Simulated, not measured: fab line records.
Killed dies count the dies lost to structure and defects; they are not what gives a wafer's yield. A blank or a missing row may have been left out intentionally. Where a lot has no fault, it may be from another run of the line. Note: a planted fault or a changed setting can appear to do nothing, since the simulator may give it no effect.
fab line records	flow sky130
[record] lots = 6	wafers = 18	last-day = 50
route steps=708 shown LOCAL_INTERCONNECT@396 CONTACT@406 PAD_OPEN@708
lots untouched by any fault: they come from a run of this same line in which no faults occurred
start-h: hours from the record's opening day to when the first of the lot's shown wafers began	wait-h: hours from the lot's prior step to this one	" repeats the value in the row above	L1.1+2: a single row standing in for several wafers	- no value present, or no start provided	* or withheld: withheld	< > ~ a bound
route shown NAME@n: names a module that has steps shown in the file, with the first one's number in the route	usual: mean/standard deviation of fault-free wafers	same: alike in all rows	chamber/n: place in a boat	sites: readings site by site	_std_site: their standard deviation	_edge_site: outer sites' mean less inner sites'	radius-mm: how far each site lies from the wafer's centre	mask NAME#n: copy n	behind: the tool/chamber that last shaped the wafer	hold: reason for holding the lot/hours on hold/outcome of the hold	device: transistor that didn't switch, given as n, p or np	end of line: tests run on the same wafers once the route is complete	where a step has no rows: the recipe by itself	killed: count of dies lost to structure and defects at first sort (not the wafer's yield)	map: the dies of a wafer, with x for killed, . for not killed, _ for no die there
set.NAME: the setting the step ran with; set.NAME@STEP: the setting that earlier step ran with	model.NAME: the simulator's own value behind a step, which no gauge read
lots at some steps of the route; a table a step, a row a wafer
services: a tool's chamber out of use, with start hour (start-h, from the record's first day; less than 0 if before it), hours out, and reason
[[steps]]
[step SKY_LOCAL_INTERCONNECT_PEB_09]
[recipe] peb-temp-c = withheld	peb-time-s = withheld	resist = KrF-thick
[step SKY_LOCAL_INTERCONNECT_DEVELOP_10]
[recipe] develop-time-s = 60	resist = KrF-thick	dev-temp-c = 21
[step SKY_LOCAL_INTERCONNECT_CD_MEAS_11]
[recipe] target-cd-nm = 170
[usual] cd-nm = 169.7/1.4
lot.wafer	tool	chamber	start-h	wait-h	cd-nm
L682.3	cd-sem-02	-	751.90	-	169.5
L682.4	"	-	"	"	169.8
L682.5	"	-	"	"	171.3
L683.2	cd-sem-02	-	756.02	-	168.1
L683.5	"	-	"	"	169.0
L683.6	"	-	"	"	168.8
L692.3	cd-sem-02	-	829.92	-	169.1
L692.5	"	-	"	"	169.7
L692.6	"	-	"	"	170.0
L693.1	cd-sem-02	-	835.68	-	168.9
L693.4	"	-	"	"	170.1
L693.5	"	-	"	"	170.0
L697.2	cd-sem-02	-	853.48	-	171.6
L697.3	"	-	"	"	170.4
L697.4	"	-	"	"	171.4
L700.1	cd-sem-01	-	889.08	-	171.8
L700.3	"	-	"	"	171.2
L700.5	"	-	"	"	170.4
[step SKY_LOCAL_INTERCONNECT_OVL_MEAS_12]
[usual] LOCAL_INTERCONNECT_OVL = 0/5.6
lot.wafer	tool	chamber	start-h	wait-h	LOCAL_INTERCONNECT_OVL[nm]
L682.3	overlay-02	-	751.99	0.1	-1
L682.4	"	-	"	"	-4
L682.5	"	-	"	"	-2
L683.2	overlay-01	-	756.13	0.1	-1
L683.5	"	-	"	"	-2
L683.6	"	-	"	"	-9
L692.3	overlay-01	-	830.01	0.1	7
L692.5	"	-	"	"	2
L692.6	"	-	"	"	-1
L693.1	overlay-01	-	835.80	0.1	-1
L693.4	"	-	"	"	-3
L693.5	"	-	"	"	-2
L697.2	overlay-02	-	853.59	0.1	-2
L697.3	"	-	"	"	-2
L697.4	"	-	"	"	3
L700.1	overlay-02	-	889.20	0.1	11
L700.3	"	-	"	"	2
L700.5	"	-	"	"	7
[step SKY_LOCAL_INTERCONNECT_ETCH_13]
[recipe] chemistry = N2/H2	target = BARC	ion-energy-ev = 200	bias-w = 100	pressure-mtorr = 30	n2-flow-sccm = 100	h2-flow-sccm = 200	icp-w = 500	stop-on = SiO2	time-s = 45.9	target-depth-a = 600
[usual] drypump-motor-current-A = 5.9/0.53	oes-product-au = 0.854/0.005	throttle-valve-pct = 13.223/0.009
lot.wafer	tool	chamber	start-h	wait-h	drypump-motor-current-A	oes-product-au	rf-hours-counter-h	throttle-valve-pct
L682.3	rie-metal-02	0	752.06	0.1	5.0	0.856	-	13.218
L682.4	"	0	"	"	5.0	0.850	-	13.225
L682.5	"	0	"	"	5.0	0.851	-	13.204
L683.2	rie-metal-03	1	756.16	0.0	6.2	0.853	7	13.245
L683.5	"	1	"	"	6.3	0.860	-	13.232
L683.6	"	0	"	"	6.0	0.855	-	13.205
L692.3	rie-metal-02	0	830.06	0.0	5.0	0.861	-	13.213
L692.5	"	0	"	"	5.0	0.861	-	13.227
L692.6	"	1	"	"	6.6	0.850	-	13.224
L693.1	rie-metal-01	0	835.84	0.0	6.1	0.861	1	13.228
L693.4	"	0	"	"	6.1	0.854	-	13.219
L693.5	"	1	"	"	6.0	0.854	-	13.225
L697.2	rie-metal-02	0	853.62	0.0	5.0	0.846	1	13.213
L697.3	"	1	"	"	6.6	0.850	-	13.229
L697.4	"	0	"	"	5.0	0.856	-	13.216
L700.1	rie-metal-02	1	889.24	0.0	6.6	0.847	6	13.224
L700.3	"	1	"	"	6.6	0.859	-	13.224
L700.5	"	0	"	"	5.0	0.859	-	13.214
[step SKY_LOCAL_INTERCONNECT_METAL_ETCH_14]
[recipe] target-depth-nm = 110	stop-on = PSG	chemistry = Cl2/BCl3	target = TiN	resist-sidewall-deg = 88	pressure-mtorr = 10	icp-w = 900	bias-w = 48.5	Cl2_flow_sccm = 60	bcl3-flow-sccm = 30	time-s = 31.4
[usual] drypump-motor-current-A = 5.9/0.53	oes-product-au = 0.943/0.0077	throttle-valve-pct = 21.900/0.0096
lot.wafer	tool	chamber	start-h	wait-h	drypump-motor-current-A	oes-product-au	rf-hours-counter-h	throttle-valve-pct
L682.3	rie-metal-02	0	752.18	0.1	5.0	0.951	-	21.902
L682.4	"	0	"	"	5.0	0.957	-	21.895
L682.5	"	0	"	"	5.0	0.948	-	21.883
L683.2	rie-metal-03	1	756.22	0.0	6.2	0.938	7	21.906
L683.5	"	1	"	"	6.3	0.942	-	21.894
L683.6	"	0	"	"	6.0	0.942	-	21.912
L692.3	rie-metal-02	0	830.12	0.0	5.0	0.932	-	21.917
L692.5	"	0	"	"	5.0	0.931	-	21.922
L692.6	"	1	"	"	6.6	0.934	-	21.896
L693.1	rie-metal-01	0	835.90	0.0	6.0	0.944	1	21.888
L693.4	"	0	"	"	6.0	0.934	-	21.899
L693.5	"	1	"	"	6.0	0.936	-	21.897
L697.2	rie-metal-02	0	853.68	0.0	5.0	0.938	1	21.887
L697.3	"	1	"	"	6.6	0.949	-	21.901
L697.4	"	0	"	"	4.9	0.946	-	21.908
L700.1	rie-metal-02	1	889.30	0.0	6.6	0.945	6	21.896
L700.3	"	1	"	"	6.5	0.946	-	21.885
L700.5	"	0	"	"	5.0	0.936	-	21.906
[step SKY_LOCAL_INTERCONNECT_STRIP_15]
[recipe] chemistry = O2/N2	power-w = 1400	pressure-mtorr = 1500	platen-temp-c = withheld	o2-flow-sccm = 3000	n2-flow-sccm = 300	overash-fraction = 0.5
[usual] drypump-motor-current-A = 5.8/0.57	oes-product-au = 0.427/0.0046	strip-time-to-endpoint-s = 4.729/0.022
lot.wafer	tool	chamber	start-h	wait-h	drypump-motor-current-A	oes-product-au	rf-hours-counter-h	strip-time-to-endpoint-s
L682.3	plasma-asher-01	0	752.28	0.1	4.8	0.427	-	4.712
L682.4	"	1	"	"	6.2	0.430	-	4.743
L682.5	"	0	"	"	4.8	0.428	-	4.725
L683.2	plasma-asher-04	0	756.28	0.0	6.4	0.424	32	4.698
L683.5	"	0	"	"	6.5	0.421	-	4.702
L683.6	"	1	"	"	6.2	0.433	-	4.735
L692.3	plasma-asher-01	0	830.18	0.1	4.8	0.430	-	4.742
L692.5	"	0	"	"	4.8	0.432	-	4.732
L692.6	"	1	"	"	6.2	0.432	-	4.759
L693.1	plasma-asher-01	1	835.95	0.0	6.2	0.436	9	4.738
L693.4	"	1	"	"	6.2	0.435	-	4.744
L693.5	"	0	"	"	4.8	0.425	-	4.729
L697.2	plasma-asher-01	0	853.73	0.0	4.8	0.423	11	4.709
L697.3	"	0	"	"	4.8	0.429	-	4.737
L697.4	"	1	"	"	6.2	0.423	-	4.695
L700.1	plasma-asher-04	1	889.35	0.0	6.2	0.427	45	4.748
L700.3	"	1	"	"	6.2	0.425	-	4.734
L700.5	"	0	"	"	6.5	0.422	-	4.748
[step SKY_LOCAL_INTERCONNECT_STRIP_16]
[recipe] chemistry = post-etch-residue-remover	time-s = 1200	temp-c = 72.5
[step SKY_LOCAL_INTERCONNECT_CLEAN_17]
[recipe] chemistry = IPA	time-s = 180	temp-c = 25
[step SKY_LOCAL_INTERCONNECT_CLEAN_18]
[recipe] chemistry = O3/DIW	dry = n2-spin
[step SKY_CONTACT_CVD_00]
[recipe] material = Si3N4	target-thk-nm = 75	temp-c = 400	time-s = withheld	rf-w = 450
[usual] heater-power-w = 726/83
lot.wafer	tool	chamber	start-h	wait-h	heater-power-w
L682.3	pecvd-04	2	752.85	0.0	693
L682.4	"	0	"	"	675
L682.5	"	1	"	"	664
L683.2	pecvd-01	2	756.87	0.0	772
L683.5	"	0	"	"	822
L683.6	"	1	"	"	541
L692.3	pecvd-03	0	830.74	0.0	925
L692.5	"	1	"	"	747
L692.6	"	0	"	"	938
L693.1	pecvd-01	1	836.57	0.0	565
L693.4	"	2	"	"	793
L693.5	"	0	"	"	811
L697.2	pecvd-01	2	854.36	0.0	664
L697.3	"	1	"	"	588
L697.4	"	0	"	"	827
L700.1	pecvd-03	2	889.94	0.0	679
L700.3	"	1	"	"	778
L700.5	"	1	"	"	766
[step SKY_CONTACT_THK_MEAS_01]
[recipe] reads = Si3N4_of_CONTACT_CVD_00
[usual] CONTACT_CVD_00_THK = 74.8/1.1
lot.wafer	tool	chamber	start-h	wait-h	CONTACT_CVD_00_THK[nm]
L682.3	film-metro-02	-	752.90	-	74.9
L682.4	"	-	"	"	76.4
L682.5	"	-	"	"	75.5
L683.2	film-metro-01	-	756.91	-	72.7
L683.5	"	-	"	"	74.8
L683.6	"	-	"	"	75.5
L692.3	film-metro-04	-	830.80	-	75.0
L692.5	"	-	"	"	75.6
L692.6	"	-	"	"	77.2
L693.1	film-metro-04	-	836.61	-	73.4
L693.4	"	-	"	"	73.9
L693.5	"	-	"	"	75.0
L697.2	film-metro-01	-	854.40	-	73.4
L697.3	"	-	"	"	72.7
L697.4	"	-	"	"	74.9
L700.1	film-metro-01	-	889.98	-	74.8
L700.3	"	-	"	"	74.4
L700.5	"	-	"	"	75.0
[step SKY_CONTACT_HDPCVD_02]
[recipe] material = SiO2	target-thk-nm = 565	sigma-open-frac = 0.3	time-s = 94.2	temp-c = 600	sih4-flow-sccm = 60	pressure-mtorr = 6
[usual] sih4-flow-sccm = 59.98/0.2
lot.wafer	tool	chamber	start-h	wait-h	sih4-flow-sccm	model.SiO2_of_CONTACT_HDPCVD_02.thk-nm
L682.3	hdpcvd-01	0	752.94	0.0	71.76	688.9
L682.4	"	2	"	"	71.79	674.5
L682.5	"	1	"	"	71.91	679.9
L683.2	hdpcvd-01	2	756.96	0.0	72.10	680.3
L683.5	"	0	"	"	72.11	681.2
L683.6	"	1	"	"	72.54	670.6
L692.3	hdpcvd-01	1	830.84	0.0	59.79	557.8
L692.5	"	2	"	"	60.30	560.8
L692.6	"	1	"	"	59.90	563.1
L693.1	hdpcvd-02	2	836.67	0.1	59.83	565
L693.4	"	1	"	"	60.16	565.7
L693.5	"	0	"	"	59.76	565.4
L697.2	hdpcvd-01	1	854.45	0.0	59.81	560.1
L697.3	"	0	"	"	60.04	565.2
L697.4	"	2	"	"	59.96	564.4
L700.1	hdpcvd-01	1	890.04	0.1	60.03	572.9
L700.3	"	0	"	"	59.66	571
L700.5	"	2	"	"	60.04	567.9
[step SKY_CONTACT_THK_MEAS_03]
[recipe] reads = SiO2_of_CONTACT_HDPCVD_02
[usual] CONTACT_HDPCVD_THK = 563/5.7
lot.wafer	tool	chamber	start-h	wait-h	CONTACT_HDPCVD_THK[nm]
L682.3	film-metro-01	-	753.03	0.1	689
L682.4	"	-	"	"	674
L682.5	"	-	"	"	680
L683.2	film-metro-02	-	757.04	0.0	681
L683.5	"	-	"	"	682
L683.6	"	-	"	"	671
L692.3	film-metro-02	-	830.92	0.1	558
L692.5	"	-	"	"	561
L692.6	"	-	"	"	563
L693.1	film-metro-02	-	836.74	0.0	565
L693.4	"	-	"	"	566
L693.5	"	-	"	"	565
L697.2	film-metro-01	-	854.53	0.0	560
L697.3	"	-	"	"	565
L697.4	"	-	"	"	564
L700.1	film-metro-04	-	890.11	0.0	573
L700.3	"	-	"	"	571
L700.5	"	-	"	"	568
[step SKY_CONTACT_CMP_04]
[recipe] material = SiO2	down-force-psi = 4	platen-rpm = 60	pad-velocity-m-s = 0.94248
[usual] motor-current-A = 12.7/1.7	time-to-endpoint-s = 84/4.2
lot.wafer	tool	chamber	start-h	wait-h	motor-current-A	time-to-endpoint-s
L682.3	cmp-01	0	753.07	0.0	14.9	129
L682.4	"	1	"	"	11.1	132
L682.5	"	0	"	"	16.1	124
L683.2	cmp-02	0	757.24	0.2	14.6	126
L683.6	"	1	"	"	12.6	125
L683.5	"	2	"	"	10.9	132
L692.3	cmp-02	1	831.06	0.1	13.0	82
L692.6	"	3	"	"	11.9	79
L692.5	"	0	"	"	15.9	85
L693.1	cmp-01	0	836.80	0.1	15.4	81
L693.4	"	1	"	"	11.4	87
L693.5	"	0	"	"	15.8	78
L697.4	cmp-01	0	854.58	0.0	15.1	79
L697.3	"	2	"	"	12.7	84
L697.2	"	3	"	"	11.0	83
L700.3	cmp-02	1	890.26	0.1	12.7	88
L700.1	"	3	"	"	11.0	87
L700.5	"	1	"	"	13.1	87
[step SKY_CONTACT_BOW_MEAS_05]
[recipe] mode = bow
[usual] CONTACT_BOW = 82/7.2
lot.wafer	tool	chamber	start-h	wait-h	CONTACT_BOW[um]
L682.3	film-metro-02	-	753.41	0.3	77
L682.4	"	-	"	"	78
L682.5	"	-	"	"	77
L683.2	film-metro-01	-	757.41	0.1	90
L683.5	"	-	"	"	70
L683.6	"	-	"	"	91
L692.3	film-metro-01	-	831.30	0.2	81
L692.5	"	-	"	"	75
L692.6	"	-	"	"	71
L693.1	film-metro-04	-	837.10	0.2	93
L693.4	"	-	"	"	80
L693.5	"	-	"	"	74
L697.2	film-metro-02	-	854.90	0.1	76
L697.3	"	-	"	"	89
L697.4	"	-	"	"	92
L700.1	film-metro-02	-	890.56	0.1	77
L700.3	"	-	"	"	86
L700.5	"	-	"	"	85
[step SKY_PAD_OPEN_PROBE_99]
[usual] killed_at_M0_to_M3 = 43/6.4	killed_at_M4_up = 3.5/1.8	killed-at-contacts = 25/5.7	killed-at-front-end = 15/3.9	killed-at-other = 0.3/0.67	killed-dies = 87/8.6	killed-open = 47/6.7	killed-short = 39/5.9
[same] gross-dies = 492	killed-at-back-side = 0
lot.wafer	tool	chamber	start-h	wait-h	killed_at_M0_to_M3	killed_at_M4_up	killed-at-contacts	killed-at-front-end	killed-at-other	killed-dies	killed-open	killed-short
L683.2	prober-02	-	1113.26	0.1	30	6	26	17	0	79	44	35
L683.5	prober-02	-	1113.41	0.2	56	3	29	16	0	104	55	49
L683.6	prober-02	-	1113.46	0.2	48	2	24	20	1	95	60	35
// killed by level:class
L683.2 LI_CONTACT:geometric-particle:open=11 VIA1:geometric-particle:open=8 CONTACT:geometric-particle:open=7 POLY_GATE:geometric-particle:short=6 FIELD_ISO:geometric-particle:short=5 CONTACT:geometric-particle:short=5 VIA2:geometric-particle:open=4 METAL4:geometric-particle:short=4
L683.5 VIA1:geometric-particle:open=16 CONTACT:geometric-particle:open=9 METAL2:geometric-particle:short=8 VIA2:geometric-particle:open=8 LOCAL_INTERCONNECT:geometric-particle:short=7 FIELD_ISO:geometric-particle:short=5 FIELD_ISO:geometric-particle:open=5 METAL1:geometric-particle:short=5
L683.6 VIA1:geometric-particle:open=17 CONTACT:geometric-particle:short=8 FIELD_ISO:geometric-particle:open=7 CONTACT:geometric-particle:open=7 VIA2:geometric-particle:open=6 VIA3:geometric-particle:open=6 FIELD_ISO:geometric-particle:short=5 LI_CONTACT:geometric-particle:open=5
[[services]]
tool	chamber	start-h	hours	kind
cmp-01	-	728.44	1.1	repair
plasma-asher-04	-	729.52	6.2	repair
plasma-asher-04	-	731.12	1.5	repair
pecvd-03	2	732.39	11.1	repair
plasma-asher-01	-	733.75	9.0	pm
rie-metal-01	1	737.83	6.8	repair
hdpcvd-01	-	738.14	2.5	repair
cmp-02	-	738.70	1.0	repair
rie-metal-01	0	758.57	5.9	repair
plasma-asher-04	-	759.80	0.3	repair
cmp-01	-	762.74	4.0	pm
plasma-asher-01	-	782.45	0.7	repair
rie-metal-01	-	788.56	2.8	pm
cmp-02	-	791.90	0.3	repair
pecvd-01	0	793.40	19.1	repair
pecvd-01	1	803.57	19.8	repair
cmp-01	-	814.60	5.6	pm
cmp-01	-	820.24	10.1	pm
hdpcvd-01	-	821.78	1.2	repair
plasma-asher-01	-	827.52	0.8	repair
pecvd-03	0	838.72	26.9	repair
cmp-02	-	853.30	2.8	repair
pecvd-01	2	882.44	5.8	repair
cmp-01	-	889.77	0.7	repair
[[key]]
[first-sign] step = SKY_CONTACT_HDPCVD_02	reading = sih4-flow-sccm	direction = up	sigmas = 60	usual = 59.98	struck = 72.04
[effect] step = SKY_CONTACT_THK_MEAS_03	reading = CONTACT_HDPCVD_THK	direction = up	sigmas = 20	usual = 563	struck = 679
[effect] step = SKY_CONTACT_CMP_04	reading = time-to-endpoint-s	direction = up	sigmas = 11	usual = *	struck = *
[model-effect] step = SKY_CONTACT_HDPCVD_02	value = SiO2_of_CONTACT_HDPCVD_02.thk-nm	without = 566.2	struck = 679.2
met-at SKY_CONTACT_HDPCVD_02
struck-wafers L682.3,L682.4,L682.5,L683.2,L683.5,L683.6
tester-left-out L682,L683
[fault] kind = process-parameter-drift	tool = hdpcvd-01	chamber = -	onset-h = 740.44	steps = SKY_CONTACT_HDPCVD_02	channel = sih4-flow-sccm	offset = 12	shape = step	end-h = 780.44	acts-in = these-recipes-only	stated = 60
// tester-left-out: of these lots the tester's yield and bins aren't shown, on N5 and GAA mostly nor the transistor test; their killed dies are dies lost to structure and defects alone, not to doping, threshold or leakage, so they don't give the yield
